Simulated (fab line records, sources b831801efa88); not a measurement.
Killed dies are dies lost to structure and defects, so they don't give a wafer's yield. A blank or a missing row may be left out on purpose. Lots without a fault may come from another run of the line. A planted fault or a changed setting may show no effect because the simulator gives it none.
Chamber matching | flow sky130 | SKY_VIA3_HDPCVD_00 on hdpcvd-01: 3 sister chambers
The step deposits SiO2, target thk 1635 nm, time 272.5 s. 6 wafers are shown with their chamber, then 8 later ones without.

WAFERS WITH THEIR CHAMBER
wafer  | chamber | sih4_flow_sccm (sccm)
L855.3 | 1       | 59.84
L858.5 | 0       | 60.23
L861.1 | 1       | 59.85
L861.2 | 0       | 59.90
L861.4 | 2       | 60.22
L863.1 | 2       | 59.99

WAFERS WITHOUT THEIR CHAMBER
wafer  | sih4_flow_sccm (sccm)
L863.3 | 60.11
L863.6 | 59.98
L869.3 | 59.89
L869.4 | 60.37
L869.5 | 59.87
L872.2 | 59.79
L872.3 | 60.08
L872.4 | 59.76

WHICH CHAMBER EACH WENT THROUGH
wafer  | from the rows above          | in truth
L863.3 | can't be placed: 2 or 0 or 1 | 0
L863.6 | can't be placed: 0 or 2 or 1 | 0
L869.3 | can't be placed: 1 or 0 or 2 | 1
L869.4 | can't be placed: 2 or 0 or 1 | 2
L869.5 | can't be placed: 1 or 0 or 2 | 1
L872.2 | can't be placed: 1 or 0 or 2 | 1
L872.3 | can't be placed: 0 or 2 or 1 | 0
L872.4 | can't be placed: 1 or 0 or 2 | 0
Placed correctly: 0 of 8. Can't be placed from these rows: 8 (the true chamber is among the candidates in 8). Placed wrongly: 0.
How it was worked out, from the rows above alone: a wafer's distance from a chamber is the root of the sum, over the readings, of the square of ((its reading less the chamber's mean) divided by the reading's scatter). The wafer belongs to the nearest chamber; if the next one is less than 2 further off, it can't be placed. A chamber's mean is the mean of its shown wafers. The scatter: the root of (the sum of the squares of (reading less its chamber's mean) over the shown wafers, divided by (wafers less chambers)).
